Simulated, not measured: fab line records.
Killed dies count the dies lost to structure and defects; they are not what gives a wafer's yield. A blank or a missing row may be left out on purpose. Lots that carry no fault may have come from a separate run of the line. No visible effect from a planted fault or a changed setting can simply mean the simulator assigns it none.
Matching of chambers ; flow sfq_line ; 4 sister chambers for SFQ_TRILAYER_I4_VIA_BARC_OPEN_VIA_ETCH_146 on rie_diel-02
The step etches BARC in O2, target depth 125 nm, time 41.7 s. 16 wafers are shown with their chamber, then 8 later ones without.

== WAFERS PAIRED WITH THEIR CHAMBERS ==
wafer;chamber;drypump_motor_current_A (A);oes_product_au (a.u.)
L808.2;2;6.0;0.684
L808.5;1;5.6;0.679
L808.6;2;6.1;0.687
L812.4;0;5.6;0.684
L812.5;1;5.6;0.676
L812.6;2;6.1;0.687
L813.1;3;5.6;0.682
L813.2;1;5.6;0.684
L813.4;2;6.1;0.681
L817.1;1;5.6;0.683
L817.4;2;6.0;0.682
L817.6;2;6.1;0.681
L818.1;1;5.6;0.690
L818.3;3;5.6;0.686
L818.4;2;6.0;0.693
L819.1;0;5.6;0.687

SIGNATURES, as means of the wafers listed above
reading;chamber 0;chamber 1;chamber 2;chamber 3;scatter within a chamber
drypump_motor_current_A;5.600;5.600;6.057;5.600;0.0378
oes_product_au;0.68550;0.68240;0.68500;0.68400;0.00447
Rule: for each reading, subtract the chamber's mean from the wafer's reading, divide by that reading's scatter and square the result; add these up over the readings and take the root, which gives the wafer's distance from the chamber. The wafer belongs to the nearest chamber; if the next one is less than 2 further off, it can't be placed. The scatter: the root of (the sum of the squares of (reading less its chamber's mean) over the shown wafers, divided by (wafers less chambers)).

== WAFERS WITHOUT THEIR CHAMBER ==
wafer;drypump_motor_current_A (A);oes_product_au (a.u.)
L819.3;5.6;0.684
L819.6;5.6;0.697
L821.3;5.6;0.690
L821.5;5.6;0.672
L821.6;5.6;0.692
L827.1;5.6;0.700
L827.3;5.6;0.702
L827.5;5.6;0.696

== WHICH CHAMBER EACH WENT THROUGH ==
wafer;from the rows above;in truth
L819.3;can't be placed: 3 or 0 or 1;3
L819.6;can't be placed: 0 or 3 or 1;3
L821.3;can't be placed: 0 or 3 or 1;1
L821.5;can't be placed: 1 or 3 or 0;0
L821.6;can't be placed: 0 or 3 or 1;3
L827.1;can't be placed: 0 or 3 or 1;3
L827.3;can't be placed: 0 or 3 or 1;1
L827.5;can't be placed: 0 or 3 or 1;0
0 of 8 placed correctly. Not placeable from these rows: 8 (in 8, the candidates include the true chamber). Wrongly placed: 0.
